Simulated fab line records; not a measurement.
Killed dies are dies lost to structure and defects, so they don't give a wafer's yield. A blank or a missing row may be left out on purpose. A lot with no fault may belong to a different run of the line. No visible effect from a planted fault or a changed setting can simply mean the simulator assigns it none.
Split-lot study -- flow sky130 -- 23 wafers read from 5 lots, route of 708 steps

THE SPLIT ITSELF
At SKY_SONOS_ONO_OXIDATION_00 (stabilise 600 s, purge 300 s, target thk 2.6 nm), the setting temp_c was moved away from the recipe's 800 C on 15 of the 23 wafers read, by -2.6% to -1.0%. The other wafers ran this setting at the recipe's value.

Between the split and the reading, the file records no step.

THE READING
At SKY_SONOS_ONO_THK_MEAS_01: SONOS_ONO_OXIDATION_THK, given in nm. Fault-free wafers of this fab line usually give 2.61 nm, standard deviation 0.053 nm.

wafer,"tool, chamber at the split","temp_c as run, C",against the recipe,"SONOS_ONO_OXIDATION_THK, nm",against lot-mates on the recipe
L078.2,"furnace-02, 0",800,recipe,2.54,-
L078.3,"furnace-02, 0",800,recipe,2.58,-
L078.6,"furnace-02, 0",800,recipe,2.50,-
L079.1,"-, -",779.1,-2.6%,1.92,no lot-mate on the recipe
L079.2,"-, -",779.1,-2.6%,1.94,no lot-mate on the recipe
L079.4,"-, -",779.1,-2.6%,1.89,no lot-mate on the recipe
L079.5,"-, -",779.1,-2.6%,1.96,no lot-mate on the recipe
L079.6,"-, -",779.1,-2.6%,1.96,no lot-mate on the recipe
L080.1,"-, -",781.9,-2.3%,2.03,no lot-mate on the recipe
L080.2,"-, -",781.9,-2.3%,1.95,no lot-mate on the recipe
L080.4,"-, -",781.9,-2.3%,2.05,no lot-mate on the recipe
L080.5,"-, -",781.9,-2.3%,2.04,no lot-mate on the recipe
L080.6,"-, -",781.9,-2.3%,2.05,no lot-mate on the recipe
L081.1,"-, -",800,recipe,2.53,-
L081.2,"-, -",800,recipe,2.57,-
L081.3,"-, -",800,recipe,2.53,-
L081.4,"-, -",800,recipe,2.50,-
L081.5,"-, -",800,recipe,2.55,-
L085.1,"-, -",792,-1.0%,2.38,no lot-mate on the recipe
L085.2,"-, -",792,-1.0%,2.25,no lot-mate on the recipe
L085.3,"-, -",792,-1.0%,2.29,no lot-mate on the recipe
L085.4,"-, -",792,-1.0%,2.37,no lot-mate on the recipe
L085.5,"-, -",792,-1.0%,2.31,no lot-mate on the recipe

FIT RESULTS
A straight line over all 23 wafers: SONOS_ONO_OXIDATION_THK changes by +0.23 nm for each +1% of temp_c; r = +0.99; the points scatter about the line by 0.037 nm.
Too few moved wafers with a lot-mate on the recipe to fit a line net of each lot's own level.

THE WHOLE CHAIN: every reading that the file lists as answering this split, in the file's order
step,what it does,reading,change (the file's fit),r (the file's)
SKY_SONOS_ONO_OXIDATION_00,"stabilise 600 s, purge 300 s, target thk 2.6 nm","SiO2_of_SONOS_ONO_OXIDATION_00.thk_nm (the simulator's own value, which no gauge read)",+0.232 nm for each +1% of the setting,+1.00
SKY_SONOS_ONO_THK_MEAS_01,,SONOS_ONO_OXIDATION_THK,+0.23 for each +1% of the setting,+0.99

FILE'S OWN FIT
SONOS_ONO_OXIDATION_THK changes by +0.23 nm for each +1% of temp_c, r = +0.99.
